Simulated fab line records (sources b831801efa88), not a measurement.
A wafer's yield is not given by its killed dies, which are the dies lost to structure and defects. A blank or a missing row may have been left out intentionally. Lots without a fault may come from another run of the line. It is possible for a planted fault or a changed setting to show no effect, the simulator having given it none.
Which tool did it?    flow sky130    Sampling: 11 lots, 33 wafers, 6 of 708 route steps

## WHAT THE GAUGES READ, wafer by wafer
SKY_FIELD_ISO_CD_MEAS_13: the cd target is 150 nm.
lot   measured     on         cd-nm (nm)
L179  day 2 05:23  cd-sem-02  151.3 151.1 150.8
L183  day 3 02:35  cd-sem-01  148.5 148.0 147.0
L186  day 3 19:22  cd-sem-02  150.6 150.7 150.5
L187  day 3 22:24  cd-sem-02  150.6 147.3 150.3
L188  day 4 03:29  cd-sem-02  149.4 150.4 150.0
L189  day 4 07:54  cd-sem-02  150.4 149.3 147.6
L191  day 4 21:07  cd-sem-01  152.3 151.1 150.7
L193  day 5 05:01  cd-sem-01  148.2 146.9 147.3
L194  day 5 13:28  cd-sem-01  152.4 151.9 151.3
L200  day 6 19:30  cd-sem-02  148.7 148.2 147.6
L201  day 6 23:22  cd-sem-02  149.7 149.5 150.4

SKY_NWELL_THK_MEAS_02.
lot   measured     on             NWELL_OXIDATION_THK (nm)
L179  day 2 15:50  film-metro-03  10.22 10.50 10.28
L183  day 3 09:53  film-metro-01  9.74 9.74 9.77
L186  day 4 07:05  film-metro-01  9.80 9.73 9.92
L187  day 4 07:05  film-metro-03  10.01 9.93 9.81
L188  day 4 11:03  film-metro-03  10.19 10.31 10.15
L189  day 4 16:38  film-metro-03  9.82 9.82 10.01
L191  day 5 06:35  film-metro-01  10.00 9.99 9.83
L193  day 5 20:49  film-metro-03  10.09 10.10 9.98
L194  day 6 01:15  film-metro-01  9.77 9.77 9.96
L200  day 7 06:55  film-metro-03  10.16 10.21 10.28
L201  day 7 10:44  film-metro-04  9.73 9.88 9.74

SKY_NWELL_TW_MEAS_15.
lot   measured      on             NWELL_TW
L179  day 4 15:22   film-metro-03  1836 1827 1820
L183  day 5 14:07   film-metro-01  1789 1789 1780
L186  day 6 13:17   film-metro-03  1838 1834 1838
L187  day 6 13:55   film-metro-04  1818 1815 1808
L188  day 6 17:47   film-metro-03  1835 1833 1840
L189  day 6 23:24   film-metro-03  1827 1836 1832
L191  day 7 15:11   film-metro-03  1855 1841 1854
L193  day 8 06:40   film-metro-01  2159 2168 2174 2167 2165 2153
L194  day 8 12:47   film-metro-01  2163 2165 2156 2167 2166 2174
L200  day 9 21:55   film-metro-01  1782 1784 1775
L201  day 10 01:35  film-metro-03  1872 1850 1853

SKY_NWELL_RS_MEAS_29: uses a four-point probe to measure.
lot   measured      on             NWELL_RS (ohm/sq)
L179  day 5 09:41   film-metro-04  623.9 625.0 623.3
L183  day 6 08:10   film-metro-03  625.3 625.7 626.7
L186  day 7 08:51   film-metro-04  624.0 622.5 623.9
L187  day 7 09:04   film-metro-03  625.4 626.5 627.1
L188  day 7 12:40   film-metro-01  626.1 628.3 624.9
L189  day 7 18:50   film-metro-01  626.0 625.8 625.2
L191  day 8 12:47   film-metro-04  623.7 623.5 623.4
L193  day 9 04:43   film-metro-01  441.7 440.3 440.7 440.5 440.2 439.4
L194  day 9 09:38   film-metro-03  440.8 439.9 441.5 441.0 441.7 440.5
L200  day 10 20:36  film-metro-03  622.9 621.8 620.2
L201  day 11 01:12  film-metro-04  621.0 623.1 621.5

## EACH LOT AND THE TOOL THAT RAN IT (in order: tool; ch and the chambers of the sampled wafers; start)
lot   SKY_FIELD_ISO_ETCH_17            SKY_NWELL_IMPLANT_11
L179  rie-si-01 ch 0,1,2, day 2 05:42  implanter-01 ch 0, day 4 14:49
L183  rie-si-02 ch 0,2,3, day 3 02:54  implanter-01 ch 0, day 5 13:34
L186  rie-si-01 ch 0,1,3, day 3 19:41  implanter-04 ch 0, day 6 12:44
L187  rie-si-02 ch 0,1,2, day 3 22:43  implanter-01 ch 0, day 6 13:22
L188  rie-si-02 ch 0,1,3, day 4 03:45  implanter-03 ch 0, day 6 17:16
L189  rie-si-01 ch 2,3, day 4 08:09    implanter-03 ch 0, day 6 22:54
L191  rie-si-01 ch 0,1, day 4 21:23    implanter-04 ch 0, day 7 14:40
L193  rie-si-01 ch 1,2,3, day 5 05:20  implanter-04 ch 0, day 8 06:07
L194  rie-si-02 ch 1,2,3, day 5 13:45  implanter-04 ch 0, day 8 12:16
L200  rie-si-01 ch 0,1,2, day 6 19:48  implanter-01 ch 0, day 9 21:23
L201  rie-si-01 ch 0,2, day 6 23:41    implanter-03 ch 0, day 10 01:02
- SKY_FIELD_ISO_ETCH_17: etches Si in HBr/Cl2/O2, target depth 342 nm, time 97.7 s.
- SKY_NWELL_IMPLANT_11

## AS READ BY THE TOOLS THEMSELVES (means over the sampled wafers that have a number; for cases with no such wafer, the mark the record gives instead)
SKY_FIELD_ISO_ETCH_17.
lot   tool       drypump-motor-current-A (A)  oes-product-au (a.u.)  throttle-valve-pct (%)
L179  rie-si-01  5.6                          1.009                  25.650
L183  rie-si-02  5.8                          1.001                  25.647
L186  rie-si-01  5.5                          0.989                  25.663
L187  rie-si-02  5.7                          0.995                  25.655
L188  rie-si-02  5.7                          1.000                  25.652
L189  rie-si-01  5.9                          0.998                  25.649
L191  rie-si-01  5.5                          0.996                  25.659
L193  rie-si-01  5.5                          1.002                  25.650
L194  rie-si-02  5.4                          0.999                  25.657
L200  rie-si-01  5.6                          0.991                  25.657
L201  rie-si-01  5.9                          0.993                  25.653

SKY_NWELL_IMPLANT_11.
lot   tool          beam-energy-keV  beam-on-s (s)  dose-ions-cm2  faraday-current-uA
L179  implanter-01  400.05           10.07          1.9013e+13     106.5
L183  implanter-01  399.96           10.06          1.9004e+13     106.7
L186  implanter-04  399.94           9.86           1.9011e+13     108.4
L187  implanter-01  400.03           9.97           1.9015e+13     107.4
L188  implanter-03  400.07           9.97           1.9020e+13     107.3
L189  implanter-03  400.03           10.22          1.8981e+13     104.8
L191  implanter-04  400.07           10.05          1.8988e+13     106.6
L193  implanter-04  399.83           13.31          3.6461e+13     154.3
L194  implanter-04  399.96           13.37          3.6451e+13     154.0
L200  implanter-01  399.99           9.91           1.8995e+13     108.1
L201  implanter-03  400.02           9.96           1.9025e+13     107.5

## THE ANSWER, worked out from the rows above alone
Rule: the usual values come from the lots themselves. The widest of any qualifying gaps counts: lots, ordered by their means at a reading, are off when they make up no more than a third of the lots, leave a main group of 4 or more, and stand apart from it by 3 or more times the standard deviation of that group's means. Not used: any main group whose means are identical at the precision the tables above print for the reading. Also off: a lot with no number at a reading for which 4 or more lots have one. Where the step has rows for the other lots, those lots are counted as sound. After the gauges, taken in route order, come the tools' own readings; for these a lot's mean is taken, as printed above. At the first step where some lot is off, the reading lying furthest off is the one used; lots without a number count as furthest.
Off: L193, L194, seen at SKY_NWELL_TW_MEAS_15 (NWELL_TW). For the main group the mean is 1824 and the standard deviation 25.
If a tool, at a process step before that reading, ran all the lots that are off and no sound lot after the first of them, it fits. Not tried: the gauges at SKY_NWELL_TW_MEAS_15; whatever is off there is also off at SKY_NWELL_IMPLANT_11, on other tools, and gauge error can't account for it. One fits: SKY_NWELL_IMPLANT_11 on implanter-04. Its last sound lot is L191 (day 7 14:40), its first lot that is off L193 (day 8 06:07): a fault that began between those two fits.
The tool's own readings at SKY_NWELL_IMPLANT_11 bear it out: on the lots that are off they differ by more than 5 times the standard deviation of the sound lots' means. beam-on-s reads 13.34 s there against 10.01 s on the sound lots; dose-ions-cm2 reads 3.6456e+13 there against 1.9006e+13 on the sound lots; faraday-current-uA reads 154.2 there against 107.0 on the sound lots.

## WHAT WAS PUT IN BY THE SIMULATOR
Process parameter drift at SKY_NWELL_IMPLANT_11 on implanter-04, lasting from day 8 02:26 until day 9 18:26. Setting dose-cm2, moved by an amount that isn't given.
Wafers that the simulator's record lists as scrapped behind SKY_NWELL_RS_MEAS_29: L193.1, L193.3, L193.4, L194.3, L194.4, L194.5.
Lots struck among those shown: L193, L194. The same result came from the rule above.
